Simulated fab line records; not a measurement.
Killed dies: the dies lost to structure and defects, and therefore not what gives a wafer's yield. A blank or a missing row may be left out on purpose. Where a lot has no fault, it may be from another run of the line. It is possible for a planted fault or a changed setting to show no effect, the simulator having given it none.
Split-lot trial | flow gf180mcu | on a route of 602 steps: 5 lots, 27 wafers read

## THE SPLIT ITSELF
At GF_MIM_CVD_05 (deposits Si3N4, target thk 42 nm, time 29.086 s), the setting time-s was moved away from the recipe's 29.086 s on 6 of the 27 wafers read, by -22.3% to +29.9%. For the rest of the wafers, this setting stayed at what the recipe calls for.

Split to reading: the file shows no intervening step.

## THE READING
At GF_MIM_THK_MEAS_06: MIM_CVD_05_THK, given in nm. Typical for fault-free wafers on this fab line: 41.9 nm, with standard deviation 0.52 nm.

wafer  | tool, chamber at the split | time-s as run, s | against the recipe | MIM_CVD_05_THK, nm | against lot-mates on the recipe
L075.1 | pecvd-03, 0                | 29.086           | recipe             | 41.5               | -
L075.2 | pecvd-03, 2                | 29.086           | recipe             | 41.9               | -
L075.3 | pecvd-03, 1                | 37.79            | +29.9%             | 53.9               | +12.1
L075.4 | pecvd-03, 1                | 37.79            | +29.9%             | 55.1               | +13.3
L075.5 | pecvd-03, 0                | 29.086           | recipe             | 42.1               | -
L075.6 | pecvd-03, 2                | 37.79            | +29.9%             | 55.0               | +13.2
L077.1 | pecvd-03, 0                | 29.086           | recipe             | 41.6               | -
L077.2 | pecvd-03, 1                | 29.086           | recipe             | 41.0               | -
L077.3 | pecvd-03, 2                | 29.086           | recipe             | 41.5               | -
L077.4 | pecvd-03, 1                | 29.086           | recipe             | 41.9               | -
L077.5 | pecvd-03, 0                | 29.086           | recipe             | 42.0               | -
L077.6 | pecvd-03, 2                | 29.086           | recipe             | 42.6               | -
L078.1 | pecvd-03, 0                | 29.086           | recipe             | 41.5               | -
L078.4 | pecvd-03, 2                | 29.086           | recipe             | 42.4               | -
L078.6 | pecvd-03, 1                | 29.086           | recipe             | 42.2               | -
L080.1 | pecvd-03, 0                | 29.086           | recipe             | 41.2               | -
L080.2 | pecvd-03, 1                | 22.59            | -22.3%             | 31.7               | -10.1
L080.3 | pecvd-03, 2                | 22.59            | -22.3%             | 32.1               | -9.7
L080.4 | pecvd-03, 0                | 29.086           | recipe             | 42.2               | -
L080.5 | pecvd-03, 1                | 22.59            | -22.3%             | 32.7               | -9.1
L080.6 | pecvd-03, 2                | 29.086           | recipe             | 41.9               | -
L085.1 | pecvd-02, 1                | 29.086           | recipe             | 40.6               | -
L085.2 | pecvd-02, 0                | 29.086           | recipe             | 41.2               | -
L085.3 | pecvd-02, 0                | 29.086           | recipe             | 41.7               | -
L085.4 | pecvd-02, 1                | 29.086           | recipe             | 41.4               | -
L085.5 | pecvd-02, 1                | 29.086           | recipe             | 41.5               | -
L085.6 | pecvd-02, 0                | 29.086           | recipe             | 41.8               | -

THE FIT
A straight line over all 27 wafers: MIM_CVD_05_THK changes by +0.431 nm for each +1% of time-s; r = +1.00; the points scatter about the line by 0.49 nm.
The same after taking each lot's own level away (the mean of its wafers on the recipe; 27 wafers): +0.429 nm for each +1%; r = +1.00; scatter 0.44 nm.
According to that fit, moving time-s by its largest amount changes the reading by 13 nm.
Across the lots, their own levels run from 41.37 to 42.03 nm, a range of 1.3 times the standard deviation given above.
Hence the lot-to-lot level has little effect on the slope; both slopes agree.
Check: for one of the wafers moved furthest among these (+29.9%), held out of the fit, the line's prediction against its lot-mates is +13.1 nm. It came out at +12.1 nm against them.

## OTHER SPLITS ON THESE WAFERS
These wafers also went through other splits before the reading. Each is held against what the fit with the lots' levels taken away leaves over:
other split on the same wafers | wafers away from the commonest value | r with MIM_CVD_05_THK (lot level and that fit taken away)
GF_STI_OXIDATION_01 ox-time-s  | 21                                   | +0.00
GF_STI_ETCH_14 time-s          | 12                                   | -0.12
GF_POLY_GATE_ETCH_13 time-s    | 9                                    | -0.27
GF_CONTACT_SPUTTER_23 time-s   | 12                                   | -0.16
GF_M2_SPUTTER_04 time-s        | 9                                    | +0.04
GF_M3_SPUTTER_00 time-s        | 9                                    | -0.13
GF_M4_SPUTTER_01 time-s        | 6                                    | -0.20

## THE WHOLE CHAIN: every reading that the file lists as answering this split, in the file's order
step               | what it does                                    | reading                                                                     | change (the file's fit)               | r (the file's)
GF_MIM_CVD_05      | deposits Si3N4, target thk 42 nm, time 29.086 s | Si3N4_of_MIM_CVD_05.thk-nm (the simulator's own value, which no gauge read) | +0.429 nm for each +1% of the setting | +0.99
GF_MIM_THK_MEAS_06 |                                                 | MIM_CVD_05_THK                                                              | +0.43 for each +1% of the setting     | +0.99

## THE FILE'S OWN FIT
MIM_CVD_05_THK changes by +0.43 nm for each +1% of time-s, r = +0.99.
